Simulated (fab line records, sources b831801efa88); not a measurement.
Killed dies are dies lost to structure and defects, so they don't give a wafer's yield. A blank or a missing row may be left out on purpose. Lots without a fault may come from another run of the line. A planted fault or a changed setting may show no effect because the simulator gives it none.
fab line records | flow sky130
record lots=5 wafers=15 last_day=50
route steps=708 shown VIA4@651 METAL5@661 PASSIVATION@681
lots that met no fault: from a run of the same line without faults
start_h: hours from the record's first day to the start of the lot's first wafer shown | wait_h: hours since the lot's step before | " the same as in the row above | L1.1+2: a row that stands for several wafers | - no value, or no start given | * or withheld: withheld | < > ~ a bound
route shown NAME@n: a module of which the file shows steps, and the number in the route of the first | usual: mean/standard deviation of fault-free wafers | same: alike in all rows | chamber/n: place in a boat | sites: the reading at each site | _std_site: their standard deviation | _edge_site: outer sites' mean less inner sites' | radius_mm: how far each site lies from the wafer's centre | mask NAME#n: copy n | behind: the tool/chamber that last shaped the wafer | hold: why the lot was held/for how many hours/how that ended | device: the transistor (n, p or np) that didn't switch | end of line: the same wafers' tests at the end of the route | a step without rows: its recipe alone | killed: dies lost to structure and defects at the first sort, not the wafer's yield | map: a wafer's dies, x killed, . not, _ none there
set.NAME: the setting as run; set.NAME@STEP: as run at that earlier step | model.NAME: the simulator's own value behind a step, which no gauge read
lots at some steps of the route; a table a step, a row a wafer
services: from which hour (start_h, from the record's first day; less than 0 if before it) a tool's chamber was out of use, for how many hours, and why
## steps
# step SKY_VIA4_ETCH_12
# recipe target=SiO2 chemistry=C4F8/O2/Ar stop_on=TiN mask_material=NOVOLAK source_w=1500 bias_w=1200 pressure_mtorr=40 c4f8_flow_sccm=withheld O2_flow_sccm=6 Ar_flow_sccm=300 time_s=withheld target_depth_a=5800
# usual oes_product_au=0.925/0.0045
# columns lot.wafer tool chamber start_h wait_h oes_product_au
L080.1 rie_diel-02 3 1040.96 0.0 0.921
L080.2 " 0 " " 0.927
L080.5 " 1 " " 0.923
L081.2 rie_diel-04 1 1051.31 0.0 0.923
L081.3 " 3 " " 0.929
L081.6 " 0 " " 0.922
L083.4 rie_diel-02 3 1053.03 0.0 0.926
L083.5 " 2 " " 0.930
L083.6 " 1 " " 0.919
L089.2 rie_diel-01 2 1126.56 0.0 0.924
L089.3 " 1 " " 0.922
L089.6 " 0 " " 0.933
L092.3 rie_diel-01 0 1128.01 0.0 0.928
L092.5 " 2 " " 0.925
L092.6 " 1 " " 0.925
# step SKY_VIA4_STRIP_13
# recipe chemistry=O2/N2 power_w=1400 pressure_mtorr=1500 platen_temp_c=withheld o2_flow_sccm=3000 n2_flow_sccm=300 overash_fraction=0.5
# usual drypump_motor_current_A=5.57/0.29 oes_product_au=0.709/0.0043 strip_time_to_endpoint_s=12.807/0.025
# columns lot.wafer tool chamber start_h wait_h drypump_motor_current_A oes_product_au rf_hours_counter_h strip_time_to_endpoint_s
L080.1 plasma_asher-03 0 1041.03 - 5.20 0.712 93 12.814
L080.2 " 1 " " 5.43 0.711 93 12.789
L080.5 " 0 " " 5.20 0.713 - 12.762
L081.2 plasma_asher-03 1 1051.38 - 5.45 0.712 94 12.815
L081.3 " 1 " " 5.44 0.708 - 12.792
L081.6 " 1 " " 5.45 0.709 - 12.828
L083.4 plasma_asher-04 0 1053.14 - 5.42 0.716 - 12.769
L083.5 " 0 " " 5.42 0.711 - 12.784
L083.6 " 1 " " 5.65 0.704 - 12.780
L089.2 plasma_asher-02 1 1126.63 - 5.78 0.706 38 12.803
L089.3 " 0 " " 5.98 0.707 - 12.761
L089.6 " 0 " " 5.96 0.715 - 12.801
L092.3 plasma_asher-02 0 1128.12 - 5.97 0.707 - 12.807
L092.5 " 0 " " 5.99 0.704 - 12.792
L092.6 " 1 " " 5.82 0.716 - 12.767
# step SKY_VIA4_STRIP_14
# recipe chemistry=post_etch_residue_remover time_s=1200 temp_c=72.5
# same time_s=1200
# columns lot.wafer tool chamber start_h wait_h
L080.1+2+5 wet_bench-02 3 1041.13 0.1
L081.2+3+6 wet_bench-02 2 1051.48 0.1
L083.4+5+6 wet_bench-02 0 1053.20 0.0
L089.2+3+6 wet_bench-04 3 1126.73 0.1
L092.3+5+6 wet_bench-02 3 1128.23 0.1
# step SKY_VIA4_CLEAN_15
# recipe chemistry=IPA time_s=180 temp_c=25
# same time_s=180
# columns lot.wafer tool chamber start_h wait_h
L080.1+2+5 wet_bench-02 1 1041.48 0.0
L081.2+3+6 wet_bench-04 2 1051.89 0.0
L083.4+5+6 wet_bench-01 2 1053.61 0.0
L089.2+3+6 wet_bench-02 3 1127.15 0.1
L092.3+5+6 wet_bench-01 3 1128.57 0.0
# step SKY_VIA4_CLEAN_16
# recipe chemistry=O3/DIW dry=n2_spin
# columns lot.wafer tool chamber start_h wait_h
L080.1+2+5 wet_bench-02 3 1041.53 0.0
L081.2+3+6 wet_bench-01 1 1051.95 0.0
L083.4+5+6 wet_bench-04 0 1053.67 0.0
L089.2+3+6 wet_bench-04 3 1127.21 0.0
L092.3+5+6 wet_bench-02 2 1128.63 0.0
# step SKY_VIA4_SPUTTER_17
# recipe material=TiN target_thk_nm=20 chamber_pressure_pa=5 power_w=4000 time_s=80
# usual throttle_valve_pct=30.7/1.2
# same time_s=80
# columns lot.wafer tool chamber start_h wait_h throttle_valve_pct
L080.1 pvd_sputter-01 - 1041.63 0.0 28.9
L080.2 " - " " 31.3
L080.5 " - " " 30.1
L081.2 pvd_sputter-02 - 1052.04 0.0 29.6
L081.3 " - " " 30.8
L081.6 " - " " 31.4
L083.4 pvd_sputter-04 - 1053.76 0.0 30.9
L083.5 " - " " 31.0
L083.6 " - " " 30.7
L089.2 pvd_sputter-01 - 1127.30 0.0 29.8
L089.3 " - " " 31.2
L089.6 " - " " 29.1
L092.3 pvd_sputter-02 - 1128.72 0.0 29.5
L092.5 " - " " 30.6
L092.6 " - " " 31.3
# step SKY_VIA4_CVD_18
# recipe material=W target_thk_nm=505 time_s=152.14 temp_c=400 pressure_torr=41
# usual heater_power_w=842/51
# same time_s=152.14
# columns lot.wafer tool chamber start_h wait_h heater_power_w
L080.1 cvd_w-02 1 1041.69 0.0 838
L080.2 " 0 " " 898
L080.5 " 0 " " 917
L081.2 cvd_w-01 1 1052.10 0.0 775
L081.3 " 0 " " 855
L081.6 " 1 " " 750
L083.4 cvd_w-02 1 1053.87 0.1 855
L083.5 " 0 " " 875
L083.6 " 1 " " 861
L089.2 cvd_w-02 1 1127.36 0.0 832
L089.3 " 0 " " 934
L089.6 " 1 " " 807
L092.3 cvd_w-02 1 1128.83 0.1 861
L092.5 " 0 " " 893
L092.6 " 1 " " 861
# step SKY_VIA4_RS_MEAS_19
# recipe thk_meas_gauge=four-point-probe reads=W_of_VIA4_CVD_18+TiN_of_VIA4_SPUTTER_17
# usual VIA4_W_RS=0.2256/0.0019
# columns lot.wafer tool chamber start_h wait_h VIA4_W_RS[ohm/sq]
L080.1 film_metro-01 - 1041.84 0.1 0.2249
L080.2 " - " " 0.2226
L080.5 " - " " 0.2238
L081.2 film_metro-02 - 1052.27 0.1 0.2247
L081.3 " - " " 0.2248
L081.6 " - " " 0.2215
L083.4 film_metro-04 - 1054.03 0.1 0.2266
L083.5 " - " " 0.2265
L083.6 " - " " 0.2299
L089.2 film_metro-02 - 1127.55 0.1 0.2229
L089.3 " - " " 0.2221
L089.6 " - " " 0.2266
L092.3 film_metro-01 - 1128.97 0.1 0.2254
L092.5 " - " " 0.2256
L092.6 " - " " 0.2221
# step SKY_VIA4_THK_MEAS_20
# recipe thk_meas_gauge=xrf reads=W_of_VIA4_CVD_18
# usual VIA4_W_THK=514/5.8
# columns lot.wafer tool chamber start_h wait_h VIA4_W_THK[nm]
L080.1 film_metro-01 - 1041.96 0.1 520
L080.2 " - " " 524
L080.5 " - " " 521
L081.2 film_metro-02 - 1052.38 0.1 511
L081.3 " - " " 512
L081.6 " - " " 519
L083.4 film_metro-04 - 1054.12 0.1 518
L083.5 " - " " 519
L083.6 " - " " 508
L089.2 film_metro-02 - 1127.66 0.1 508
L089.3 " - " " 514
L089.6 " - " " 505
L092.3 film_metro-01 - 1129.07 0.1 517
L092.5 " - " " 516
L092.6 " - " " 521
# step SKY_VIA4_CMP_21
# recipe stop_on=SiO2 t_overpolish_s=25 down_force_psi=3.5 platen_rpm=60 target_thk_nm=0 pad_velocity_m_s=0.94248
# usual motor_current_A=11.5/1.2 overpolish_run_s=25.000/0.0089 time_to_endpoint_s=124/4.2
# columns lot.wafer tool chamber start_h wait_h motor_current_A overpolish_run_s time_to_endpoint_s
L080.1 cmp-02 2 1042.22 0.2 10.1 24.997 130
L080.2 " 3 " " 13.5 25.008 124
L080.5 " 1 " " 11.8 25.010 125
L081.2 cmp-02 1 1052.43 0.0 11.2 25.004 126
L081.3 " 3 " " 13.4 25.006 126
L081.6 " 2 " " 10.5 25.011 133
L083.4 cmp-01 2 1054.30 0.2 10.3 24.994 117
L083.6 " 3 " " 11.0 25.007 119
L083.5 " 0 " " 12.2 25.001 120
L089.2 cmp-02 1 1127.81 0.1 12.0 24.983 127
L089.3 " 2 " " 10.8 24.996 131
L089.6 " 3 " " 13.2 25.010 124
L092.3 cmp-01 0 1129.72 0.6 12.5 24.998 127
L092.5 " 3 " " 10.9 25.001 129
L092.6 " 0 " " 12.6 25.000 132
# step SKY_METAL5_SPUTTER_00
# recipe material=Ti target_thk_nm=15 power_w=3000 time_s=10 chamber_pressure_pa=0.4
# usual throttle_valve_pct=30.3/1.1
# same time_s=10
# columns lot.wafer tool chamber start_h wait_h throttle_valve_pct
L080.1 pvd_sputter-01 - 1042.42 0.1 30.1
L080.2 " - " " 28.8
L080.5 " - " " 29.2
L081.2 pvd_sputter-03 - 1052.73 0.2 29.2
L081.3 " - " " 32.1
L081.6 " - " " 29.0
L083.4 pvd_sputter-01 - 1054.45 0.1 28.9
L083.5 " - " " 29.8
L083.6 " - " " 29.2
L089.2 pvd_sputter-01 - 1128.01 0.1 30.9
L089.3 " - " " 29.2
L089.6 " - " " 31.3
L092.3 pvd_sputter-02 - 1129.97 0.2 31.0
L092.5 " - " " 31.6
L092.6 " - " " 29.8
# step SKY_METAL5_SPUTTER_01
# recipe material=TiN target_thk_nm=20 power_w=6500 time_s=16.7 chamber_pressure_pa=0.4
# usual throttle_valve_pct=30.3/1
# same time_s=16.7
# columns lot.wafer tool chamber start_h wait_h throttle_valve_pct
L080.1 pvd_sputter-01 - 1042.44 0.0 30.2
L080.2 " - " " 29.2
L080.5 " - " " 29.3
L081.2 pvd_sputter-03 - 1052.76 0.0 29.3
L081.3 " - " " 32.0
L081.6 " - " " 28.9
L083.4 pvd_sputter-01 - 1054.48 0.0 28.9
L083.5 " - " " 30.2
L083.6 " - " " 28.9
L089.2 pvd_sputter-01 - 1128.03 0.0 31.4
L089.3 " - " " 29.1
L089.6 " - " " 31.3
L092.3 pvd_sputter-02 - 1130.00 0.0 31.0
L092.5 " - " " 31.5
L092.6 " - " " 29.8
# step SKY_METAL5_SPUTTER_02
# recipe material=AlCu target_thk_nm=1150 power_w=10600 time_s=61.2 chamber_pressure_pa=0.4
# usual throttle_valve_pct=30.3/1
# same time_s=61.2
# columns lot.wafer tool chamber start_h wait_h throttle_valve_pct
L080.1 pvd_sputter-01 - 1042.47 0.0 30.2
L080.2 " - " " 29.2
L080.5 " - " " 29.1
L081.2 pvd_sputter-03 - 1052.78 0.0 29.2
L081.3 " - " " 31.7
L081.6 " - " " 29.0
L083.4 pvd_sputter-01 - 1054.50 0.0 28.8
L083.5 " - " " 29.9
L083.6 " - " " 29.0
L089.2 pvd_sputter-01 - 1128.06 0.0 31.3
L089.3 " - " " 29.0
L089.6 " - " " 31.1
L092.3 pvd_sputter-02 - 1130.02 0.0 31.0
L092.5 " - " " 31.4
L092.6 " - " " 29.6
# step SKY_METAL5_SPUTTER_03
# recipe material=Ti target_thk_nm=5 power_w=3000 time_s=3.3 chamber_pressure_pa=0.4
# usual throttle_valve_pct=30.3/1
# same time_s=3.3
# columns lot.wafer tool chamber start_h wait_h throttle_valve_pct
L080.1 pvd_sputter-01 - 1042.52 0.0 30.0
L080.2 " - " " 28.9
L080.5 " - " " 28.9
L081.2 pvd_sputter-03 - 1052.83 0.0 29.4
L081.3 " - " " 31.9
L081.6 " - " " 29.1
L083.4 pvd_sputter-01 - 1054.55 0.0 29.0
L083.5 " - " " 29.6
L083.6 " - " " 29.5
L089.2 pvd_sputter-01 - 1128.11 0.0 31.5
L089.3 " - " " 29.2
L089.6 " - " " 31.3
L092.3 pvd_sputter-02 - 1130.07 0.0 30.7
L092.5 " - " " 31.5
L092.6 " - " " 29.7
# step SKY_METAL5_SPUTTER_04
# recipe material=TiN target_thk_nm=70 power_w=6500 time_s=58.3 chamber_pressure_pa=0.4
# usual throttle_valve_pct=30.3/1
# same time_s=58.3
# columns lot.wafer tool chamber start_h wait_h throttle_valve_pct
L080.1 pvd_sputter-01 - 1042.54 0.0 30.1
L080.2 " - " " 28.9
L080.5 " - " " 29.3
L081.2 pvd_sputter-03 - 1052.85 0.0 29.4
L081.3 " - " " 32.0
L081.6 " - " " 29.1
L083.4 pvd_sputter-01 - 1054.57 0.0 29.2
L083.5 " - " " 29.9
L083.6 " - " " 29.2
L089.2 pvd_sputter-01 - 1128.12 0.0 31.5
L089.3 " - " " 29.0
L089.6 " - " " 31.1
L092.3 pvd_sputter-02 - 1130.09 0.0 30.9
L092.5 " - " " 31.5
L092.6 " - " " 29.6
# step SKY_METAL5_RS_MEAS_05
# recipe thk_meas_gauge=four-point-probe reads=TiN_of_METAL5_SPUTTER_04+Ti_of_METAL5_SPUTTER_03+AlCu_of_METAL5_SPUTTER_02+TiN_of_METAL5_SPUTTER_01+Ti_of_METAL5_SPUTTER_00
# usual METAL5_ALCU_RS=0.02714/0.00027
# columns lot.wafer tool chamber start_h wait_h METAL5_ALCU_RS[ohm/sq]
L080.1 film_metro-03 - 1042.63 0.1 0.02685
L080.2 " - " " 0.02714
L080.5 " - " " 0.02702
L081.2 film_metro-04 - 1052.92 0.0 0.02705
L081.3 " - " " 0.02715
L081.6 " - " " 0.02718
L083.4 film_metro-03 - 1054.68 0.1 0.02717
L083.5 " - " " 0.0268
L083.6 " - " " 0.02694
L089.2 film_metro-04 - 1128.19 0.0 0.02732
L089.3 " - " " 0.02695
L089.6 " - " " 0.02746
L092.3 film_metro-03 - 1130.18 0.1 0.02685
L092.5 " - " " 0.02688
L092.6 " - " " 0.02696
# step SKY_METAL5_THK_MEAS_06
# recipe thk_meas_gauge=xrf reads=AlCu_of_METAL5_SPUTTER_02
# usual METAL5_ALCU_THK=1170/15
# columns lot.wafer tool chamber start_h wait_h METAL5_ALCU_THK[nm]
L080.1 film_metro-03 - 1042.75 0.1 1174
L080.2 " - " " 1164
L080.5 " - " " 1165
L081.2 film_metro-04 - 1053.03 0.1 1187
L081.3 " - " " 1180
L081.6 " - " " 1179
L083.4 film_metro-03 - 1054.77 0.1 1160
L083.5 " - " " 1172
L083.6 " - " " 1163
L089.2 film_metro-04 - 1128.30 0.1 1169
L089.3 " - " " 1181
L089.6 " - " " 1168
L092.3 film_metro-03 - 1130.28 0.1 1176
L092.5 " - " " 1175
L092.6 " - " " 1171
# step SKY_METAL5_DEHYDRATE_07
# recipe temp_c=200 time_s=60
# usual plate_temp_C=200.01/0.15
# same time_s=60
# columns lot.wafer tool chamber start_h wait_h plate_temp_C
L080.1 litho_track-03 0 1053.83 11.1 199.91
L080.2 " 0 " " 199.97
L080.5 " 0 " " 200.17
L081.2 litho_track-04 0 1062.67 9.6 200.14
L081.3 " 0 " " 199.90
L081.6 " 0 " " 200.04
L083.4 litho_track-03 0 1064.50 9.7 199.87
L083.5 " 0 " " 200.02
L083.6 " 0 " " 200.07
L089.2 litho_track-04 0 1135.47 7.2 199.75
L089.3 " 0 " " 199.92
L089.6 " 0 " " 200.13
L092.3 litho_track-04 0 1138.30 8.0 200.06
L092.5 " 0 " " 200.22
L092.6 " 0 " " 199.93
# step SKY_METAL5_HMDS_08
# recipe prime_time_s=60 prime_temp_c=120
# columns lot.wafer tool chamber start_h wait_h
L080.1+2+5 litho_track-03 0 1053.98 0.1
L081.2+3+6 litho_track-04 0 1062.82 0.1
L083.4+5+6 litho_track-03 0 1064.65 0.1
L089.2+3+6 litho_track-04 0 1135.62 0.1
L092.3+5+6 litho_track-04 0 1138.45 0.1
# step SKY_METAL5_COAT_09
# recipe resist=NOVOLAK spin_rpm=3000 resist_thk_nm=1800
# columns lot.wafer tool chamber start_h wait_h
L080.1+2+5 litho_track-03 0 1054.13 0.1
L081.2+3+6 litho_track-04 0 1062.97 0.1
L083.4+5+6 litho_track-03 0 1064.80 0.1
L089.2+3+6 litho_track-04 0 1135.77 0.1
L092.3+5+6 litho_track-04 0 1138.60 0.1
# step SKY_METAL5_SOFTBAKE_10
# recipe temp_c=90 time_s=60 resist=NOVOLAK
# usual plate_temp_C=89.99/0.13
# same time_s=60
# columns lot.wafer tool chamber start_h wait_h plate_temp_C
L080.1 litho_track-03 0 1054.28 0.1 90.02
L080.2 " 0 " " 90.00
L080.5 " 0 " " 89.82
L081.2 litho_track-04 0 1063.12 0.1 90.07
L081.3 " 0 " " 90.06
L081.6 " 0 " " 90.02
L083.4 litho_track-03 0 1064.95 0.1 89.99
L083.5 " 0 " " 90.12
L083.6 " 0 " " 90.07
L089.2 litho_track-04 0 1135.92 0.1 89.81
L089.3 " 0 " " 89.89
L089.6 " 0 " " 89.94
L092.3 litho_track-04 0 1138.75 0.1 89.97
L092.5 " 0 " " 90.01
L092.6 " 0 " " 89.84
# step SKY_METAL5_EXPOSE_11
# recipe mask_id=MM5 na=0.6 source_shape=conventional sigma_outer=0.6 polarization=unpolarized target_cd_nm=1600 dose_mj=190
# columns lot.wafer tool chamber start_h wait_h mask
L080.1+2+5 iline_stepper-01 0 - - MM5#0
L081.2+3+6 iline_stepper-02 0 - - MM5#0
L083.4+5+6 iline_stepper-02 0 - - MM5#0
L089.2+3+6 iline_stepper-01 0 - - MM5#0
L092.3+5+6 iline_stepper-01 0 - - MM5#0
# step SKY_METAL5_PEB_12
# recipe temp_c=withheld time_s=* resist=NOVOLAK
# same time_s=*
# columns lot.wafer tool chamber start_h wait_h
L080.1+2+5 litho_track-01 0 - -
L081.2+3+6 litho_track-04 0 - -
L083.4+5+6 litho_track-01 0 - -
L089.2+3+6 litho_track-01 0 - -
L092.3+5+6 litho_track-01 0 - -
# step SKY_METAL5_DEVELOP_13
# recipe resist=NOVOLAK developer=TMAH develop_time_s=60 dev_temp_c=23
# columns lot.wafer tool chamber start_h wait_h
L080.1+2+5 litho_track-01 0 1064.37 0.1
L081.2+3+6 litho_track-04 0 1072.37 0.1
L083.4+5+6 litho_track-01 0 1074.69 0.1
L089.2+3+6 litho_track-01 0 1145.79 0.1
L092.3+5+6 litho_track-01 0 1147.72 0.1
# step SKY_METAL5_DESCUM_14
# recipe chemistry=O2 source_power_w=150 bias_power_w=0 pressure_mtorr=10 temp_c=40 time_s=11
# usual drypump_motor_current_A=6.0/0.49 oes_product_au=1.002/0.0083
# same time_s=11
# columns lot.wafer tool chamber start_h wait_h drypump_motor_current_A oes_product_au rf_hours_counter_h
L080.1 rie_metal-01 1 1064.52 0.1 6.3 1.000 21
L080.2 " 1 " " 6.3 0.988 -
L080.5 " 1 " " 6.3 0.990 -
L081.2 rie_metal-02 1 1072.50 0.1 5.7 0.988 12
L081.3 " 1 " " 5.7 0.985 -
L081.6 " 1 " " 5.7 0.996 -
L083.4 rie_metal-04 1 1074.78 0.1 5.2 1.012 -
L083.5 " 1 " " 5.2 1.015 -
L083.6 " 0 " " 6.0 0.994 -
L089.2 rie_metal-01 1 1145.92 0.1 6.3 0.984 28
L089.3 " 0 " " 6.5 1.004 -
L089.6 " 1 " " 6.3 1.006 -
L092.3 rie_metal-01 1 1147.89 0.2 6.4 1.002 -
L092.5 " 1 " " 6.4 0.991 -
L092.6 " 0 " " 6.5 0.997 -
# step SKY_METAL5_METAL_ETCH_15
# recipe target_depth_a=12600 stop_on=SiO2 over_etch_frac=0.2 time_s=252 chemistry=Cl2/BCl3 resist_sidewall_deg=86 pressure_mtorr=10 icp_w=900 bias_w=48.5 Cl2_flow_sccm=60 bcl3_flow_sccm=30
# usual drypump_motor_current_A=6.0/0.49 oes_product_au=0.894/0.0054 throttle_valve_pct=22.263/0.009
# same over_etch_frac=0.2 time_s=252
# columns lot.wafer tool chamber start_h wait_h drypump_motor_current_A oes_product_au rf_hours_counter_h throttle_valve_pct
L080.1 rie_metal-01 1 1064.59 0.1 6.3 0.897 21 22.253
L080.2 " 1 " " 6.3 0.889 - 22.256
L080.5 " 1 " " 6.3 0.894 - 22.256
L081.2 rie_metal-02 1 1072.53 0.0 5.7 0.898 12 22.254
L081.3 " 1 " " 5.7 0.891 - 22.263
L081.6 " 1 " " 5.7 0.889 - 22.268
L083.4 rie_metal-04 1 1074.88 0.1 5.2 0.894 - 22.263
L083.5 " 1 " " 5.2 0.899 - 22.266
L083.6 " 0 " " 6.0 0.896 - 22.265
L089.2 rie_metal-01 1 1145.95 0.0 6.3 0.902 28 22.275
L089.3 " 0 " " 6.5 0.892 - 22.249
L089.6 " 1 " " 6.3 0.908 - 22.265
L092.3 rie_metal-01 1 1148.00 0.1 6.3 0.887 - 22.271
L092.5 " 1 " " 6.3 0.896 - 22.267
L092.6 " 0 " " 6.5 0.896 - 22.264
# step SKY_METAL5_STRIP_16
# recipe chemistry=O2/N2 power_w=1400 pressure_mtorr=1500 platen_temp_c=withheld o2_flow_sccm=3000 n2_flow_sccm=300 overash_fraction=0.5
# usual drypump_motor_current_A=5.7/0.46 oes_product_au=0.711/0.0045 strip_time_to_endpoint_s=13.07/0.13
# columns lot.wafer tool chamber start_h wait_h drypump_motor_current_A oes_product_au rf_hours_counter_h strip_time_to_endpoint_s
L080.1 plasma_asher-01 1 1065.06 0.4 5.3 0.717 0 13.07
L080.2 " 0 " " 6.6 0.716 0 13.04
L080.5 " 1 " " 5.3 0.709 - 13.03
L081.2 plasma_asher-01 0 1072.76 0.2 6.5 0.708 1 13.15
L081.3 " 1 " " 5.3 0.711 - 13.11
L081.6 " 1 " " 5.3 0.715 - 13.18
L083.4 plasma_asher-01 1 1075.07 0.1 5.3 0.706 - 12.76
L083.5 " 1 " " 5.3 0.714 - 12.81
L083.6 " 0 " " 6.6 0.719 - 13.03
L089.2 plasma_asher-02 0 1146.19 0.2 6.0 0.699 40 13.18
L089.3 " 0 " " 5.9 0.708 - 13.08
L089.6 " 0 " " 6.0 0.709 - 13.06
L092.3 plasma_asher-01 0 1148.19 0.1 6.6 0.712 - 13.11
L092.5 " 1 " " 5.3 0.712 - 13.19
L092.6 " 0 " " 6.6 0.713 - 12.99
# step SKY_METAL5_STRIP_17
# recipe chemistry=post_etch_residue_remover time_s=1200 temp_c=72.5
# same time_s=1200
# columns lot.wafer tool chamber start_h wait_h
L080.1+2+5 wet_bench-04 0 1065.16 0.1
L081.2+3+6 wet_bench-03 2 1072.90 0.1
L083.4+5+6 wet_bench-03 0 1075.14 0.0
L089.2+3+6 wet_bench-03 2 1146.35 0.1
L092.3+5+6 wet_bench-03 0 1148.25 0.0
# step SKY_METAL5_CLEAN_18
# recipe chemistry=IPA time_s=180 temp_c=25
# same time_s=180
# columns lot.wafer tool chamber start_h wait_h
L080.1+2+5 wet_bench-03 2 1065.50 0.0
L081.2+3+6 wet_bench-03 2 1073.24 0.0
L083.4+5+6 wet_bench-02 3 1075.48 0.0
L089.2+3+6 wet_bench-04 3 1146.69 0.0
L092.3+5+6 wet_bench-02 0 1148.65 0.1
# step SKY_METAL5_CLEAN_19
# recipe chemistry=O3/DIW dry=n2_spin
# columns lot.wafer tool chamber start_h wait_h
L080.1+2+5 wet_bench-04 0 1065.56 0.0
L081.2+3+6 wet_bench-03 3 1073.30 0.0
L083.4+5+6 wet_bench-04 0 1075.54 0.0
L089.2+3+6 wet_bench-04 2 1146.75 0.0
L092.3+5+6 wet_bench-04 1 1148.74 0.0
# step SKY_PASSIVATION_CVD_00
# recipe material=SiO2 target_thk_nm=90 temp_c=400 time_s=withheld rf_w=600
# usual heater_power_w=677/75
# columns lot.wafer tool chamber start_h wait_h heater_power_w
L080.1 pecvd-04 2 1065.65 0.0 564
L080.2 " 0 " " 736
L080.5 " 1 " " 746
L081.2 pecvd-03 2 1073.39 0.0 691
L081.3 " 1 " " 516
L081.6 " 2 " " 702
L083.4 pecvd-03 1 1075.64 0.0 613
L083.5 " 0 " " 665
L083.6 " 2 " " 561
L089.2 pecvd-03 1 1146.84 0.0 520
L089.3 " 2 " " 685
L089.6 " 2 " " 688
L092.3 pecvd-03 2 1148.84 0.0 681
L092.5 " 0 " " 645
L092.6 " 1 " " 645
# step SKY_PASSIVATION_THK_MEAS_01
# recipe reads=SiO2_of_PASSIVATION_CVD_00
# usual PASSIVATION_CVD_00_THK=90.4/1.2
# columns lot.wafer tool chamber start_h wait_h PASSIVATION_CVD_00_THK[nm]
L080.1 film_metro-01 - 1065.67 - 88.8
L080.2 " - " " 90.1
L080.5 " - " " 91.8
L081.2 film_metro-03 - 1073.42 - 90.7
L081.3 " - " " 90.0
L081.6 " - " " 92.0
L083.4 film_metro-01 - 1075.68 - 91.5
L083.5 " - " " 91.7
L083.6 " - " " 91.0
L089.2 film_metro-01 - 1146.87 - 89.0
L089.3 " - " " 88.6
L089.6 " - " " 90.9
L092.3 film_metro-01 - 1148.88 - 88.7
L092.5 " - " " 91.1
L092.6 " - " " 92.3
# step SKY_PASSIVATION_CVD_02
# recipe material=Si3N4 target_thk_nm=540 temp_c=400 time_s=withheld rf_w=450
# usual heater_power_w=734/77
# columns lot.wafer tool chamber start_h wait_h heater_power_w
L080.1 pecvd-03 2 1065.73 0.1 688
L080.2 " 0 " " 669
L080.5 " 1 " " 566
L081.2 pecvd-04 1 1073.47 0.0 924
L081.3 " 0 " " 730
L081.6 " 0 " " 767
L083.4 pecvd-02 1 1075.82 0.1 820
L083.5 " 2 " " 722
L083.6 " 0 " " 737
L089.2 pecvd-04 1 1146.92 0.0 874
L089.3 " 2 " " 758
L089.6 " 1 " " 888
L092.3 pecvd-02 1 1148.92 0.0 664
L092.5 " 2 " " 697
L092.6 " 1 " " 710
# step SKY_PASSIVATION_THK_MEAS_03
# recipe reads=Si3N4_of_PASSIVATION_CVD_02
# usual PASSIVATION_CVD_02_THK=539/6.3
# columns lot.wafer tool chamber start_h wait_h PASSIVATION_CVD_02_THK[nm]
L080.1 film_metro-01 - 1065.95 - 538
L080.2 " - " " 544
L080.5 " - " " 552
L081.2 film_metro-03 - 1073.71 - 539
L081.3 " - " " 533
L081.6 " - " " 547
L083.4 film_metro-03 - 1075.97 - 538
L083.5 " - " " 539
L083.6 " - " " 536
L089.2 film_metro-03 - 1147.16 - 527
L089.3 " - " " 531
L089.6 " - " " 531
L092.3 film_metro-01 - 1149.19 - 536
L092.5 " - " " 537
L092.6 " - " " 541
# step SKY_PASSIVATION_DEHYDRATE_04
# recipe temp_c=200 time_s=60
# usual plate_temp_C=200.01/0.16
# same time_s=60
# columns lot.wafer tool chamber start_h wait_h plate_temp_C
L080.1 litho_track-02 0 1076.46 10.5 200.06
L080.2 " 0 " " 200.01
L080.5 " 0 " " 200.25
L081.2 litho_track-01 0 1083.59 9.9 200.05
L081.3 " 0 " " 199.97
L081.6 " 0 " " 200.14
L083.4 litho_track-02 0 1085.23 9.3 199.89
L083.5 " 0 " " 199.90
L083.6 " 0 " " 199.83
L089.2 litho_track-03 0 1154.70 7.5 200.15
L089.3 " 0 " " 200.03
L089.6 " 0 " " 199.99
L092.3 litho_track-01 0 1157.87 8.7 200.15
L092.5 " 0 " " 199.70
L092.6 " 0 " " 200.00
# step SKY_PASSIVATION_HMDS_05
# recipe prime_time_s=60 prime_temp_c=120
# columns lot.wafer tool chamber start_h wait_h
L080.1+2+5 litho_track-02 0 1076.61 0.1
L081.2+3+6 litho_track-01 0 1083.74 0.1
L083.4+5+6 litho_track-02 0 1085.38 0.1
L089.2+3+6 litho_track-03 0 1154.85 0.1
L092.3+5+6 litho_track-01 0 1158.02 0.1
# step SKY_PASSIVATION_COAT_06
# recipe spin_rpm=2023 resist_thk_nm=3000
# columns lot.wafer tool chamber start_h wait_h
L080.1+2+5 litho_track-02 0 1076.76 0.1
L081.2+3+6 litho_track-01 0 1083.89 0.1
L083.4+5+6 litho_track-02 0 1085.53 0.1
L089.2+3+6 litho_track-03 0 1155.00 0.1
L092.3+5+6 litho_track-01 0 1158.17 0.1
# step SKY_PASSIVATION_SOFTBAKE_07
# recipe temp_c=110 time_s=withheld
# usual plate_temp_C=109.96/0.12
# columns lot.wafer tool chamber start_h wait_h plate_temp_C
L080.1 litho_track-02 0 1076.91 0.1 110.02
L080.2 " 0 " " 110.01
L080.5 " 0 " " 109.97
L081.2 litho_track-01 0 1084.05 0.1 110.03
L081.3 " 0 " " 109.89
L081.6 " 0 " " 110.03
L083.4 litho_track-02 0 1085.71 0.1 109.96
L083.5 " 0 " " 109.67
L083.6 " 0 " " 109.84
L089.2 litho_track-03 0 1155.16 0.1 110.02
L089.3 " 0 " " 109.87
L089.6 " 0 " " 109.97
L092.3 litho_track-01 0 1158.33 0.1 109.99
L092.5 " 0 " " 110.11
L092.6 " 0 " " 109.89
## services
# columns tool chamber start_h hours kind
pecvd-04 1 1036.40 16.9 repair
cmp-01 - 1039.67 0.7 repair
pecvd-02 - 1041.13 2.1 repair
pecvd-03 - 1041.59 6.0 pm
rie_diel-01 0 1042.22 3.5 repair
rie_diel-01 - 1044.35 29.9 repair
pvd_sputter-03 - 1045.62 1.6 repair
rie_diel-01 3 1054.24 16.8 repair
pecvd-03 - 1054.70 2.8 pm
plasma_asher-01 - 1055.25 9.0 pm
rie_metal-04 1 1060.41 4.8 repair
iline_stepper-01 - 1060.57 8.9 pm
iline_stepper-02 - 1060.59 2.2 repair
cmp-02 - 1061.47 2.2 repair
pecvd-03 2 1065.99 5.5 repair
rie_diel-01 1 1070.80 8.2 repair
cmp-02 - 1084.18 4.0 pm
plasma_asher-03 - 1090.25 0.9 repair
plasma_asher-01 - 1103.38 2.8 pm
pecvd-04 - 1103.43 1.0 repair
pvd_sputter-03 - 1111.23 78.8 repair
pvd_sputter-01 - 1114.00 3.4 repair
cvd_w-02 - 1130.23 1.8 repair
rie_metal-01 - 1135.66 0.5 repair
## key
fault none
